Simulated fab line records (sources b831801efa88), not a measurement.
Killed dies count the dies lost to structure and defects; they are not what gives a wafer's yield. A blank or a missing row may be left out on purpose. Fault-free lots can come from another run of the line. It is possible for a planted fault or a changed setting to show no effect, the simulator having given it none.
fab line records -- flow sky130
[record] lots = 13, wafers = 39, last_day = 50
route steps=708 shown NWELL@81 VT_ADJUST_LVTN@107 GATE_OXIDE@194 LDD_N@244 PAD_OPEN@708
lots with no fault: from the same line, run without faults
start_h: start of the lot's first displayed wafer, in hours after the record's first day -- wait_h: hours from the lot's prior step to this one -- " as in the row above -- L1.1+2: several wafers, shown together as one row -- - no value, or no start was given -- * or withheld: withheld -- < > ~ a bound
route shown NAME@n: a module of which the file shows steps, and the number in the route of the first -- usual: mean/standard deviation taken from wafers without a fault -- same: alike in all rows -- chamber/n: place in a boat -- sites: the reading at each site -- _std_site: standard deviation of those values -- _edge_site: outer sites' mean less inner sites' -- radius_mm: how far each site lies from the wafer's centre -- mask NAME#n: copy n -- behind: the tool/chamber that last shaped the wafer -- hold: what put the lot on hold/how long, in hours/how the hold closed -- device: which transistor (n, p or np) failed to switch -- end of line: tests run on the same wafers once the route is complete -- for a step that has no rows: nothing shown but its recipe -- killed: dies that structure and defects cost at the first sort, which is not the same as the wafer's yield -- map: shows each die of a wafer: x if killed, . if not, _ if none is there
set.NAME: setting as actually run; set.NAME@STEP: the setting as run at that earlier step -- model.NAME: the simulator's own value behind a step, which no gauge read
route steps across a sampled set of lots; one table per step, one row per wafer
services: a tool's chamber out of use, with start hour (start_h, from the record's first day; less than 0 if before it), hours out, and reason
[[steps]]
[step SKY_NWELL_RTA_28]
[recipe] temp_c = 1050, time_s = 30, idle_temp_c = 650, ramp_up_c_per_s = 150, ramp_down_c_per_s = 90, ambient = N2
[usual] lamp_power_pct = 25.31/0.055, wafer_temp_C_max = 1054.8/0.87
lot.wafer,tool,chamber,start_h,wait_h,lamp_power_pct,wafer_temp_C_max
L114.4,rtp_anneal-02,0,110.13,0.1,25.33,1053.9
L114.5,rtp_anneal-02,0,110.13,0.1,25.26,1056.9
L114.6,rtp_anneal-02,0,110.13,0.1,25.30,1056.3
L115.4,rtp_anneal-01,0,115.11,0.1,25.34,1055.4
L115.5,rtp_anneal-01,0,115.11,0.1,25.22,1054.5
L115.6,rtp_anneal-01,0,115.11,0.1,25.30,1055.3
L117.1,rtp_anneal-01,0,122.39,0.0,25.29,1054.3
L117.3,rtp_anneal-01,0,122.39,0.0,25.39,1055.2
L117.4,rtp_anneal-01,0,122.39,0.0,25.31,1053.0
L119.1,rtp_anneal-02,0,140.54,0.0,25.33,1054.6
L119.2,rtp_anneal-02,0,140.54,0.0,25.28,1055.1
L119.3,rtp_anneal-02,0,140.54,0.0,25.28,1053.8
L120.1,rtp_anneal-01,0,144.65,0.0,25.31,1054.9
L120.4,rtp_anneal-01,0,144.65,0.0,25.27,1055.2
L120.6,rtp_anneal-01,0,144.65,0.0,25.33,1055.3
L122.3,rtp_anneal-02,0,154.07,0.0,25.31,1054.8
L122.4,rtp_anneal-02,0,154.07,0.0,25.36,1055.0
L122.6,rtp_anneal-02,0,154.07,0.0,25.18,1053.9
L123.1,rtp_anneal-01,0,158.46,0.0,25.38,1057.7
L123.4,rtp_anneal-01,0,158.46,0.0,25.40,1054.2
L123.6,rtp_anneal-01,0,158.46,0.0,25.30,1055.1
L124.2,rtp_anneal-01,0,162.36,0.0,25.27,1055.6
L124.4,rtp_anneal-01,0,162.36,0.0,25.23,1054.3
L124.5,rtp_anneal-01,0,162.36,0.0,25.27,1053.1
L125.1,rtp_anneal-01,0,167.79,0.0,25.33,1054.2
L125.4,rtp_anneal-01,0,167.79,0.0,25.21,1054.1
L125.5,rtp_anneal-01,0,167.79,0.0,25.37,1054.7
L129.4,rtp_anneal-02,0,191.88,0.1,25.34,1056.0
L129.5,rtp_anneal-02,0,191.88,0.1,25.26,1055.5
L129.6,rtp_anneal-02,0,191.88,0.1,25.44,1053.5
L134.1,rtp_anneal-01,0,226.23,0.0,25.39,1054.6
L134.2,rtp_anneal-01,0,226.23,0.0,25.37,1054.1
L134.5,rtp_anneal-01,0,226.23,0.0,25.26,1054.9
L135.1,rtp_anneal-02,0,245.83,0.0,25.23,1054.2
L135.3,rtp_anneal-02,0,245.83,0.0,25.26,1054.2
L135.6,rtp_anneal-02,0,245.83,0.0,25.34,1054.6
L137.1,rtp_anneal-01,0,253.23,0.0,25.29,1055.8
L137.2,rtp_anneal-01,0,253.23,0.0,25.24,1054.6
L137.4,rtp_anneal-01,0,253.23,0.0,25.21,1057.5
[step SKY_VT_ADJUST_LVTN_TW_MEAS_10]
[usual] VT_ADJUST_LVTN_TW = 243.8/1.2
lot.wafer,tool,chamber,start_h,wait_h,VT_ADJUST_LVTN_TW
L114.4,film_metro-02,-,148.50,0.1,246.1
L114.5,film_metro-02,-,148.50,0.1,244.4
L114.6,film_metro-02,-,148.50,0.1,245.3
L115.4,film_metro-01,-,153.00,0.1,245.2
L115.5,film_metro-01,-,153.00,0.1,244.1
L115.6,film_metro-01,-,153.00,0.1,245.7
L117.1,film_metro-01,-,161.02,0.1,244.6
L117.3,film_metro-01,-,161.02,0.1,243.8
L117.4,film_metro-01,-,161.02,0.1,243.6
L119.1,film_metro-02,-,180.22,0.1,242.0
L119.2,film_metro-02,-,180.22,0.1,243.8
L119.3,film_metro-02,-,180.22,0.1,244.6
L120.1,film_metro-03,-,183.82,0.1,244.1
L120.4,film_metro-03,-,183.82,0.1,244.2
L120.6,film_metro-03,-,183.82,0.1,244.6
L122.3,film_metro-01,-,200.14,0.1,242.8
L122.4,film_metro-01,-,200.14,0.1,241.8
L122.6,film_metro-01,-,200.14,0.1,242.3
L123.1,film_metro-03,-,201.67,0.1,241.8
L123.4,film_metro-03,-,201.67,0.1,243.3
L123.6,film_metro-03,-,201.67,0.1,242.9
L124.2,film_metro-02,-,202.38,0.1,242.3
L124.4,film_metro-02,-,202.38,0.1,242.8
L124.5,film_metro-02,-,202.38,0.1,242.3
L125.1,film_metro-03,-,203.32,0.1,241.6
L125.4,film_metro-03,-,203.32,0.1,243.8
L125.5,film_metro-03,-,203.32,0.1,244.2
L129.4,film_metro-03,-,231.67,0.1,242.4
L129.5,film_metro-03,-,231.67,0.1,244.6
L129.6,film_metro-03,-,231.67,0.1,243.2
L134.1,film_metro-01,-,275.09,0.1,243.7
L134.2,film_metro-01,-,275.09,0.1,244.0
L134.5,film_metro-01,-,275.09,0.1,243.7
L135.1,film_metro-01,-,294.47,0.1,244.5
L135.3,film_metro-01,-,294.47,0.1,244.9
L135.6,film_metro-01,-,294.47,0.1,244.7
L137.1,film_metro-02,-,303.49,0.1,240.7
L137.2,film_metro-02,-,303.49,0.1,241.7
L137.4,film_metro-02,-,303.49,0.1,242.0
[step SKY_GATE_OXIDE_EXPOSE_07]
[recipe] mask_id = LVOM, na = 0.6, source_shape = conventional, sigma_outer = 0.6, polarization = unpolarized, target_cd_nm = 600, dose_mj = 170
[usual] exposure_dose_mJ_cm2 = 170.00/0.18
[same] na = 0.6
lot.wafer,tool,chamber,start_h,wait_h,mask,exposure_dose_mJ_cm2
L114.4,iline_stepper-01,0,299.53,-,LVOM#0,169.69
L114.5,iline_stepper-01,0,299.53,-,LVOM#0,170.09
L114.6,iline_stepper-01,0,299.53,-,LVOM#0,170.10
L115.4,iline_stepper-01,0,303.99,-,LVOM#0,169.73
L115.5,iline_stepper-01,0,303.99,-,LVOM#0,169.92
L115.6,iline_stepper-01,0,303.99,-,LVOM#0,169.79
L117.1,iline_stepper-01,0,320.53,-,LVOM#0,169.81
L117.3,iline_stepper-01,0,320.53,-,LVOM#0,170.08
L117.4,iline_stepper-01,0,320.53,-,LVOM#0,169.96
L119.1,iline_stepper-01,0,339.09,-,LVOM#0,169.95
L119.2,iline_stepper-01,0,339.09,-,LVOM#0,169.76
L119.3,iline_stepper-01,0,339.09,-,LVOM#0,169.79
L120.1,iline_stepper-01,0,343.75,-,LVOM#0,170.14
L120.4,iline_stepper-01,0,343.75,-,LVOM#0,169.89
L120.6,iline_stepper-01,0,343.75,-,LVOM#0,170.01
L122.3,iline_stepper-02,0,367.77,-,LVOM#0,169.94
L122.4,iline_stepper-02,0,367.77,-,LVOM#0,169.99
L122.6,iline_stepper-02,0,367.77,-,LVOM#0,169.77
L124.2,iline_stepper-02,0,375.02,-,LVOM#0,170.09
L124.4,iline_stepper-02,0,375.02,-,LVOM#0,169.97
L124.5,iline_stepper-02,0,375.02,-,LVOM#0,169.84
L125.1,iline_stepper-02,0,375.29,-,LVOM_R1#0,170.25
L125.4,iline_stepper-02,0,375.29,-,LVOM_R1#0,170.12
L125.5,iline_stepper-02,0,375.29,-,LVOM_R1#0,169.88
L123.1,iline_stepper-02,0,375.60,-,LVOM#0,169.90
L123.4,iline_stepper-02,0,375.60,-,LVOM#0,170.19
L123.6,iline_stepper-02,0,375.60,-,LVOM#0,170.06
L129.4,iline_stepper-01,0,411.20,-,LVOM#0,170.09
L129.5,iline_stepper-01,0,411.20,-,LVOM#0,170.45
L129.6,iline_stepper-01,0,411.20,-,LVOM#0,169.94
L134.1,iline_stepper-02,0,464.78,-,LVOM#0,169.85
L134.2,iline_stepper-02,0,464.78,-,LVOM#0,169.91
L134.5,iline_stepper-02,0,464.78,-,LVOM#0,169.65
L135.1,iline_stepper-02,0,486.95,-,LVOM#0,170.05
L135.3,iline_stepper-02,0,486.95,-,LVOM#0,170.16
L135.6,iline_stepper-02,0,486.95,-,LVOM#0,170.07
L137.1,iline_stepper-02,0,498.88,-,LVOM#0,170.16
L137.2,iline_stepper-02,0,498.88,-,LVOM#0,170.14
L137.4,iline_stepper-02,0,498.88,-,LVOM#0,170.18
[step SKY_LDD_N_OVL_MEAS_07]
[usual] LDD_N_OVL = -0.4/1.4
lot.wafer,tool,chamber,start_h,wait_h,LDD_N_OVL[nm]
L114.4,overlay-02,-,400.76,0.1,1.0
L114.5,overlay-02,-,400.76,0.1,-0.8
L114.6,overlay-02,-,400.76,0.1,1.5
L115.4,overlay-01,-,409.95,0.1,0.5
L115.5,overlay-01,-,409.95,0.1,1.3
L115.6,overlay-01,-,409.95,0.1,1.2
L117.1,overlay-02,-,428.29,0.1,-1.1
L117.3,overlay-02,-,428.29,0.1,-2.1
L117.4,overlay-02,-,428.29,0.1,-1.4
L119.1,overlay-01,-,453.03,0.1,0.5
L119.2,overlay-01,-,453.03,0.1,0.7
L119.3,overlay-01,-,453.03,0.1,-0.6
L120.1,overlay-02,-,456.38,0.1,0.5
L120.4,overlay-02,-,456.38,0.1,0.3
L120.6,overlay-02,-,456.38,0.1,-0.6
L122.3,overlay-01,-,486.35,0.1,-1.5
L122.4,overlay-01,-,486.35,0.1,-0.5
L122.6,overlay-01,-,486.35,0.1,-0.1
L124.2,overlay-02,-,487.69,0.1,-1.8
L124.4,overlay-02,-,487.69,0.1,-2.4
L124.5,overlay-02,-,487.69,0.1,-1.8
L123.1,overlay-01,-,491.73,0.1,1.4
L123.4,overlay-01,-,491.73,0.1,0.1
L123.6,overlay-01,-,491.73,0.1,-0.7
L125.1,overlay-01,-,492.39,0.1,0.4
L125.4,overlay-01,-,492.39,0.1,0.9
L125.5,overlay-01,-,492.39,0.1,1.4
L129.4,overlay-01,-,527.76,0.1,-0.3
L129.5,overlay-01,-,527.76,0.1,-0.6
L129.6,overlay-01,-,527.76,0.1,-0.8
L134.1,overlay-02,-,578.33,0.1,1.8
L134.2,overlay-02,-,578.33,0.1,1.0
L134.5,overlay-02,-,578.33,0.1,1.0
L135.1,overlay-02,-,598.28,0.1,-1.0
L135.3,overlay-02,-,598.28,0.1,-0.3
L135.6,overlay-02,-,598.28,0.1,-0.5
L137.1,overlay-01,-,612.29,0.1,-1.9
L137.2,overlay-01,-,612.29,0.1,-0.3
L137.4,overlay-01,-,612.29,0.1,-0.6
[step SKY_PAD_OPEN_PROBE_99]
[usual] killed_at_M0_to_M3 = 43/6.4, killed_at_M4_up = 3.1/2, killed_at_contacts = 24/5.2, killed_at_front_end = 15/4.3, killed_at_other = 0.2/0.48, killed_dies = 85/9.7, killed_open = 47/6.9, killed_short = 38/6.7
[same] gross_dies = 492, killed_at_back_side = 0
lot.wafer,tool,chamber,start_h,wait_h,killed_at_M0_to_M3,killed_at_M4_up,killed_at_contacts,killed_at_front_end,killed_at_other,killed_dies,killed_open,killed_short
L119.1,prober-01,-,1113.49,0.1,50,0,23,8,0,81,55,26
L119.2,prober-01,-,1113.54,0.1,38,5,23,13,0,79,46,33
L119.3,prober-01,-,1113.59,0.2,46,8,25,10,0,89,50,39
L123.1,prober-02,-,1143.12,0.1,44,2,29,17,0,92,40,52
L123.4,prober-02,-,1143.27,0.2,40,3,23,11,0,77,34,43
L123.6,prober-02,-,1143.37,0.2,50,4,35,16,0,105,60,45
// killed by level:class
L119.1 VIA1:geometric_particle:open=19 CONTACT:geometric_particle:open=11 VIA3:geometric_particle:open=8 VIA3:geometric_particle:short=6 LI_CONTACT:geometric_particle:open=5 METAL2:geometric_particle:short=5 POLY_GATE:geometric_particle:open=4 LI_CONTACT:geometric_particle:short=4
L119.2 CONTACT:geometric_particle:open=9 VIA1:geometric_particle:open=9 METAL1:geometric_particle:short=7 LI_CONTACT:geometric_particle:open=6 CONTACT:geometric_particle:short=6 VIA2:geometric_particle:open=5 POLY_GATE:geometric_particle:short=4 VIA3:geometric_particle:open=4
L119.3 VIA1:geometric_particle:open=11 CONTACT:geometric_particle:open=10 VIA2:geometric_particle:short=8 LI_CONTACT:geometric_particle:open=7 VIA3:geometric_particle:open=6 METAL4:geometric_particle:short=6 VIA2:geometric_particle:open=5 METAL1:geometric_particle:short=5
L123.1 METAL1:geometric_particle:short=14 CONTACT:geometric_particle:open=9 LI_CONTACT:geometric_particle:open=6 FIELD_ISO:geometric_particle:short=5 POLY_GATE:geometric_particle:short=5 VIA2:geometric_particle:open=5 CONTACT:geometric_particle:short=5 VIA1:geometric_particle:open=5
L123.4 CONTACT:geometric_particle:open=8 METAL1:geometric_particle:short=7 VIA1:geometric_particle:open=6 METAL2:geometric_particle:short=6 FIELD_ISO:geometric_particle:short=5 CONTACT:geometric_particle:short=5 VIA1:geometric_particle:short=4 LI_CONTACT:geometric_particle:short=4
L123.6 CONTACT:geometric_particle:open=13 LI_CONTACT:geometric_particle:open=11 METAL2:geometric_particle:short=11 VIA1:geometric_particle:open=9 VIA3:geometric_particle:open=9 VIA2:geometric_particle:open=7 FIELD_ISO:geometric_particle:short=6 LOCAL_INTERCONNECT:geometric_particle:short=6
[[services]]
tool,chamber,start_h,hours,kind
iline_stepper-02,-,105.99,1.7,repair
iline_stepper-01,-,123.77,1.7,pm
iline_stepper-02,-,138.21,1.7,pm
iline_stepper-02,-,176.02,14.3,repair
iline_stepper-02,-,199.75,4.3,pm
iline_stepper-01,-,232.75,8.9,pm
iline_stepper-01,-,341.95,1.7,pm
iline_stepper-01,-,351.97,2.1,pm
iline_stepper-01,-,354.05,-,consumable_replace:lamp
iline_stepper-02,-,356.39,1.7,pm
rtp_anneal-01,-,418.75,5.1,pm
iline_stepper-01,-,452.74,4.4,pm
iline_stepper-02,-,457.30,2.1,pm
iline_stepper-02,-,459.38,-,consumable_replace:lamp
[[key]]
[first_sign] step = SKY_GATE_OXIDE_EXPOSE_07, reading = mask, direction = changed
effect none on later readings
met_at SKY_GATE_OXIDE_EXPOSE_07
struck_lots L125
tester_left_out L125
not_acting_at SKY_NWELL_RTA_28,SKY_VT_ADJUST_LVTN_TW_MEAS_10,SKY_LDD_N_OVL_MEAS_07
onset_between 375.02 375.29
[fault] kind = wrong_mask, tool = any, chamber = -, onset_h = 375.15, steps = SKY_GATE_OXIDE_EXPOSE_07, aux_copy = LVOM_R1#0, cd_offset_nm = 90, scope = struck_lots_only
// tester_left_out: of these lots the tester's yield and bins aren't shown, on N5 and GAA mostly nor the transistor test; their killed dies are dies lost to structure and defects alone, not to doping, threshold or leakage, so they don't give the yield
